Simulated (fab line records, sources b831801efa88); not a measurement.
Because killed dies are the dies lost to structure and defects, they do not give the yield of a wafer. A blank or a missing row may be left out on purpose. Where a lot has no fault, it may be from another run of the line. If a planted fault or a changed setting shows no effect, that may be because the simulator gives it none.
Chamber matching -- flow sky130 -- SKY_VIA4_CMP_02 on cmp-02: 4 sister chambers
The step polishes SiO2. 8 wafers are shown with their chamber, then 8 later ones without.

## EACH WAFER AND ITS CHAMBER
wafer,chamber,motor-current-A (A)
L284.6,2,11.2
L286.2,3,10.0
L286.6,1,12.2
L287.3,3,9.9
L288.3,2,10.9
L288.5,0,11.0
L288.6,1,11.5
L289.2,0,11.3

## WAFERS MISSING THEIR CHAMBER
wafer,motor-current-A (A)
L289.5,11.9
L289.6,10.9
L302.1,11.6
L302.2,10.0
L302.5,10.2
L304.3,10.4
L304.4,11.0
L304.6,10.8

## CHAMBER TAKEN BY EACH
wafer,from the rows above,in truth
L289.5,1,1
L289.6,can't be placed: 2 or 0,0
L302.1,can't be placed: 1 or 0 or 2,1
L302.2,3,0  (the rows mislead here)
L302.5,3,3
L304.3,can't be placed: 3 or 2 or 0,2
L304.4,can't be placed: 2 or 0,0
L304.6,can't be placed: 2 or 0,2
Correct placement for 2 of the 8. Unplaceable from these rows: 5, with the true chamber sitting among the candidates in 5. 1 placed wrongly.
How it was worked out, from the rows above alone: a wafer's distance from a chamber is the root of the sum, over the readings, of the square of ((its reading less the chamber's mean) divided by the reading's scatter). If the next closest chamber is less than 2 further off than the closest, the wafer can't be placed; otherwise it belongs to the closest. Each chamber's mean is taken over the wafers shown for it. The scatter is the square root of a quotient: the sum, over the shown wafers, of each reading's squared deviation from its chamber's mean, divided by wafers minus chambers.
